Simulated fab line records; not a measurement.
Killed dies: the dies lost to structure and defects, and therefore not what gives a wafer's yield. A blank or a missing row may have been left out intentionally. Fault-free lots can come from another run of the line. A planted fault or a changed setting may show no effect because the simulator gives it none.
fab line records	flow gf180mcu
record lots=6	wafers=18	lastDay=33
route steps=602 shown M1@319
lots that met no fault: from a run of the same line without faults
startH: start of the lot's first displayed wafer, in hours after the record's first day	waitH: hours from the lot's prior step to this one	" identical to the entry in the row above	L1.1+2: several wafers, shown together as one row	- value missing, or start not given	* or withheld: withheld	< > ~ a bound
route shown NAME@n: a module of which the file shows steps, and the number in the route of the first	usual: average and standard deviation across the fault-free wafers	same: alike in all rows	chamber/n: place in a boat	sites: per-site readings	_std_site: the values' standard deviation	_edge_site: inner sites' mean taken away from outer sites' mean	radiusMm: for every site, how far away it sits from the centre of the wafer	mask NAME#n: copy n	behind: the tool/chamber that last shaped the wafer	hold: why the lot was held/for how many hours/how that ended	device: which transistor (n, p or np) failed to switch	end of line: the same wafers' tests at the end of the route	step lacking rows: just its recipe	killed: the dies lost at the first sort to structure and to defects; this is not the yield of the wafer	map: per-die view of a wafer (x killed, . not killed, _ where there is no die)
set.NAME: the setting that was run; set.NAME@STEP: the one run at that earlier step	model.NAME: the simulator's own value behind a step, which no gauge read
lots at selected steps of the route; one table per step, one row per wafer
services: from which hour (startH, from the record's first day; less than 0 if before it) a tool's chamber was out of use, for how many hours, and why
## steps
# step GF_M1_SPUTTER_04
# recipe material=TiN	targetThkNm=50	powerW=6500	timeS=41.7	chamberPressurePa=0.4
# usual throttleValvePct=29.6/0.98
lot.wafer	tool	chamber	startH	waitH	throttleValvePct
L656.3	pvdSputter-04	-	400.48	0.0	30.8
L656.4	"	-	"	"	29.0
L656.6	"	-	"	"	29.5
L658.2	pvdSputter-03	-	420.73	0.0	30.8
L658.4	"	-	"	"	30.5
L658.6	"	-	"	"	30.5
L662.1	pvdSputter-03	-	453.66	0.0	30.8
L662.3	"	-	"	"	28.6
L662.4	"	-	"	"	28.1
L663.1	pvdSputter-04	-	459.30	0.0	30.8
L663.2	"	-	"	"	29.1
L663.6	"	-	"	"	28.0
L665.1	pvdSputter-03	-	481.40	0.0	30.4
L665.5	"	-	"	"	30.3
L665.6	"	-	"	"	30.7
L671.1	pvdSputter-02	-	536.97	0.0	29.3
L671.3	"	-	"	"	30.7
L671.5	"	-	"	"	29.9
# step GF_M1_RS_MEAS_05
# recipe thkMeasGauge=four-point-probe	reads=TiN_of_M1_SPUTTER_04+Ti_of_M1_SPUTTER_03+AlCu_of_M1_SPUTTER_02+TiN_of_M1_SPUTTER_01+Ti_of_M1_SPUTTER_00
# usual M1_ALCU_RS=0.0694/0.00063
lot.wafer	tool	chamber	startH	waitH	M1_ALCU_RS[ohm/sq]
L656.3	filmMetro-03	-	400.56	0.1	0.0702
L656.4	"	-	"	"	0.0687
L656.6	"	-	"	"	0.0690
L658.2	filmMetro-03	-	420.79	0.0	0.0682
L658.4	"	-	"	"	0.0690
L658.6	"	-	"	"	0.0687
L662.1	filmMetro-03	-	453.70	0.0	0.0690
L662.3	"	-	"	"	0.0686
L662.4	"	-	"	"	0.0692
L663.1	filmMetro-02	-	459.34	0.0	0.0706
L663.2	"	-	"	"	0.0692
L663.6	"	-	"	"	0.0694
L665.1	filmMetro-04	-	481.44	0.0	0.0686
L665.5	"	-	"	"	0.0708
L665.6	"	-	"	"	0.0692
L671.1	filmMetro-04	-	537.01	0.0	0.0693
L671.3	"	-	"	"	0.0690
L671.5	"	-	"	"	0.0699
# step GF_M1_THK_MEAS_06
# recipe thkMeasGauge=xrf	reads=AlCu_of_M1_SPUTTER_02
# usual M1_ALCU_THK=448/5
lot.wafer	tool	chamber	startH	waitH	M1_ALCU_THK[nm]
L656.3	filmMetro-03	-	400.66	0.1	447
L656.4	"	-	"	"	453
L656.6	"	-	"	"	454
L658.2	filmMetro-03	-	420.90	0.1	458
L658.4	"	-	"	"	450
L658.6	"	-	"	"	453
L662.1	filmMetro-03	-	453.82	0.1	451
L662.3	"	-	"	"	453
L662.4	"	-	"	"	450
L663.1	filmMetro-02	-	459.46	0.1	438
L663.2	"	-	"	"	446
L663.6	"	-	"	"	446
L665.1	filmMetro-04	-	481.56	0.1	451
L665.5	"	-	"	"	436
L665.6	"	-	"	"	448
L671.1	filmMetro-04	-	537.13	0.1	449
L671.3	"	-	"	"	451
L671.5	"	-	"	"	444
# step GF_M1_DEHYDRATE_07
# recipe tempC=200	timeS=60
# step GF_M1_HMDS_08
# recipe primeTimeS=60	primeTempC=120
# step GF_M1_COAT_09
# recipe resist=KrF	spinRpm=withheld	resistThkNm=1000
# step GF_M1_SOFTBAKE_10
# recipe tempC=130	timeS=60	resist=KrF
# step GF_M1_EXPOSE_11
# recipe maskId=Metal1	targetCdNm=230	na=0.68	sourceShape=conventional	sigmaOuter=0.6	doseMj=28
# step GF_M1_PEB_12
# recipe pebTempC=135	pebTimeS=90	resist=KrF
# step GF_M1_DEVELOP_13
# recipe developTimeS=60	devTempC=21
# step GF_M1_CD_MEAS_14
# recipe targetCdNm=230
# usual cdNm=229.2/1.3
lot.wafer	tool	chamber	startH	waitH	cdNm
L656.3	cdSem-01	-	423.46	0.1	229.9
L656.4	"	-	"	"	230.3
L656.6	"	-	"	"	229.0
L658.2	cdSem-02	-	445.15	0.1	231.2
L658.4	"	-	"	"	231.5
L658.6	"	-	"	"	229.6
L662.1	cdSem-01	-	478.55	0.1	229.1
L662.3	"	-	"	"	230.8
L662.4	"	-	"	"	230.1
L663.1	cdSem-02	-	482.50	0.1	227.9
L663.2	"	-	"	"	228.6
L663.6	"	-	"	"	228.1
L665.1	cdSem-02	-	505.52	0.1	229.5
L665.5	"	-	"	"	228.9
L665.6	"	-	"	"	229.1
L671.1	cdSem-01	-	559.50	0.1	231.1
L671.3	"	-	"	"	230.3
L671.5	"	-	"	"	231.5
# step GF_M1_OVL_MEAS_15
# usual M1_OVL=-4/4.9
lot.wafer	tool	chamber	startH	waitH	M1_OVL[nm]
L656.3	overlay-01	-	423.55	0.1	-2
L656.4	"	-	"	"	-3
L656.6	"	-	"	"	-6
L658.2	overlay-01	-	445.25	0.1	-2
L658.4	"	-	"	"	-2
L658.6	"	-	"	"	3
L662.1	overlay-01	-	478.67	0.1	-6
L662.3	"	-	"	"	-4
L662.4	"	-	"	"	-4
L663.1	overlay-02	-	482.62	0.1	-9
L663.2	"	-	"	"	-11
L663.6	"	-	"	"	-9
L665.1	overlay-01	-	505.64	0.1	-1
L665.5	"	-	"	"	3
L665.6	"	-	"	"	0
L671.1	overlay-01	-	559.62	0.1	-2
L671.3	"	-	"	"	-2
L671.5	"	-	"	"	-4
# step GF_M1_METAL_ETCH_16
# recipe chemistry=Cl2/BCl3	maskMaterial=KrF	targetDepthNm=750.8	stopOn=SiO2	pressureMtorr=8	icpW=800	biasW=140	Cl2_flow_sccm=80	bcl3FlowSccm=40	timeS=125.1
# usual biasW=140.0/0.4	drypumpMotorCurrentA=5.7/0.55	oesProductAu=0.988/0.0065	throttleValvePct=28.233/0.011
lot.wafer	tool	chamber	startH	waitH	biasW	drypumpMotorCurrentA	oesProductAu	rfHoursCounterH	throttleValvePct	model.KrF_of_M1_COAT_09.thkNm
L656.3	rieMetal-01	1	423.62	0.1	140.1	5.0	0.990	-	28.218	677.2
L656.4	"	0	"	"	140.3	5.3	0.998	-	28.237	677.7
L656.6	"	1	"	"	140.0	5.0	0.999	-	28.235	681.7
L658.2	rieMetal-02	0	445.33	0.1	140.2	6.3	0.986	-	28.231	683.6
L658.4	"	0	"	"	140.5	6.3	0.988	-	28.229	685.6
L658.6	"	0	"	"	139.8	6.3	0.981	-	28.244	686.8
L662.1	rieMetal-04	0	478.71	0.0	140.2	5.6	0.996	8	28.224	684.8
L662.3	"	1	"	"	139.9	6.0	0.989	-	28.227	685.4
L662.4	"	0	"	"	140.1	5.5	1.001	-	28.237	685.2
L663.1	rieMetal-01	1	482.66	0.0	139.4	5.0	0.783	8	28.443	789
L663.2	"	0	"	"	139.9	5.3	0.785	6	28.441	785.7
L663.6	"	1	"	"	139.9	5.0	0.786	-	28.455	785.9
L665.1	rieMetal-01	0	505.67	0.0	139.9	5.3	0.789	7	28.467	788.7
L665.5	"	0	"	"	140.0	5.3	0.781	-	28.456	791.2
L665.6	"	1	"	"	139.4	5.0	0.794	-	28.475	789.1
L671.1	rieMetal-02	0	559.66	0.0	140.1	6.3	0.990	0	28.247	689.8
L671.3	"	0	"	"	140.2	6.3	0.977	-	28.253	692.2
L671.5	"	1	"	"	140.0	6.4	0.983	-	28.239	694.3
# step GF_M1_STRIP_17
# recipe chemistry=O2/N2	powerW=1400	pressureMtorr=1500	platenTempC=250	o2FlowSccm=3000	n2FlowSccm=300	overashFraction=0.5
# usual drypumpMotorCurrentA=5.6/0.46	heaterPowerW=320/22	oesProductAu=0.538/0.0053	stripTimeToEndpointS=7.41/0.049
lot.wafer	tool	chamber	startH	waitH	drypumpMotorCurrentA	heaterPowerW	oesProductAu	rfHoursCounterH	stripTimeToEndpointS
L656.3	plasmaAsher-01	0	423.74	0.1	5.5	320	0.536	-	7.32
L656.4	"	1	"	"	5.6	332	0.532	-	7.30
L656.6	"	1	"	"	5.6	331	0.529	-	7.36
L658.2	plasmaAsher-01	1	445.54	0.2	5.6	336	0.528	36	7.37
L658.4	"	0	"	"	5.5	324	0.536	-	7.38
L658.6	"	1	"	"	5.6	336	0.536	-	7.40
L662.1	plasmaAsher-04	1	478.84	0.1	5.1	293	0.544	5	7.38
L662.3	"	0	"	"	5.4	298	0.541	-	7.39
L662.4	"	1	"	"	5.1	289	0.542	-	7.38
L663.1	plasmaAsher-01	1	482.79	0.1	5.6	338	0.589	39	8.39
L663.2	"	0	"	"	5.5	324	0.581	39	8.37
L663.6	"	1	"	"	5.6	325	0.582	-	8.36
L665.1	plasmaAsher-01	0	505.80	0.1	5.5	324	0.579	42	8.38
L665.5	"	0	"	"	5.5	321	0.572	-	8.42
L665.6	"	1	"	"	5.6	323	0.578	-	8.40
L671.1	plasmaAsher-03	0	559.79	0.1	5.5	307	0.542	76	7.44
L671.3	"	1	"	"	6.7	359	0.538	-	7.45
L671.5	"	0	"	"	5.5	303	0.541	-	7.48
# step GF_M1_STRIP_18
# recipe chemistry=postEtchResidueRemover	timeS=1200	tempC=72.5
## services
tool	chamber	startH	hours	kind
pvdSputter-04	3	381.36	-	consumableReplace:kit
pvdSputter-04	3	381.36	18.0	scheduledDown
pvdSputter-04	3	381.36	18.0	ventCycle
pvdSputter-03	-	391.36	3.1	repair
plasmaAsher-03	-	417.21	18.7	repair
plasmaAsher-04	-	421.25	9.0	pm
rieMetal-01	1	433.86	7.5	repair
rieMetal-02	1	442.61	-	clean
rieMetal-02	1	442.61	30.7	scheduledDown
rieMetal-02	1	442.61	30.7	ventCycle
pvdSputter-03	-	445.67	4.9	repair
pvdSputter-02	-	475.66	2.4	repair
pvdSputter-02	-	479.80	1.9	repair
pvdSputter-02	-	490.24	11.6	repair
pvdSputter-02	-	493.61	2.9	repair
pvdSputter-04	-	496.23	25.0	repair
pvdSputter-03	0	502.95	-	consumableReplace:kit
pvdSputter-03	0	502.95	18.0	scheduledDown
pvdSputter-03	0	502.95	18.0	ventCycle
pvdSputter-02	-	509.66	1.7	repair
rieMetal-02	0	528.09	-	clean
rieMetal-02	0	528.09	15.5	scheduledDown
pvdSputter-02	-	529.79	2.6	repair
rieMetal-04	1	544.01	2.1	repair
## key
firstSign step=GF_M1_METAL_ETCH_16	reading=oesProductAu	direction=down	sigmas=31	usual=0.988	struck=0.786
effect step=GF_M1_METAL_ETCH_16	reading=throttleValvePct	direction=up	sigmas=21	usual=28.233	struck=28.456
effect step=GF_M1_STRIP_17	reading=stripTimeToEndpointS	direction=up	sigmas=20	usual=*	struck=*
modelEffect step=GF_M1_METAL_ETCH_16	value=KrF_of_M1_COAT_09.thkNm	without=681.9	struck=788.3
metAt GF_M1_METAL_ETCH_16
struckWafers L663.1,L663.2,L663.6,L665.1,L665.5,L665.6
laterRowsLeftOut L663.1,L663.2,L663.6,L665.1,L665.5,L665.6
sortLeftOut L663.1,L663.2,L663.6,L665.1,L665.5,L665.6
onsetBetween 423.62 482.66
fault kind=processParameterDrift	tool=rieMetal-01	chamber=-	onsetH=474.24	steps=GF_M1_METAL_ETCH_16	channel=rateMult	offset=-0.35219	shape=step	endH=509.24
# sortLeftOut: the simulated sort isn't trusted on such a fault, so these wafers' sort isn't shown, and their yield isn't known
# laterRowsLeftOut: the simulator's readings of these wafers behind a module that went badly wrong aren't trusted and aren't shown, but for the sort
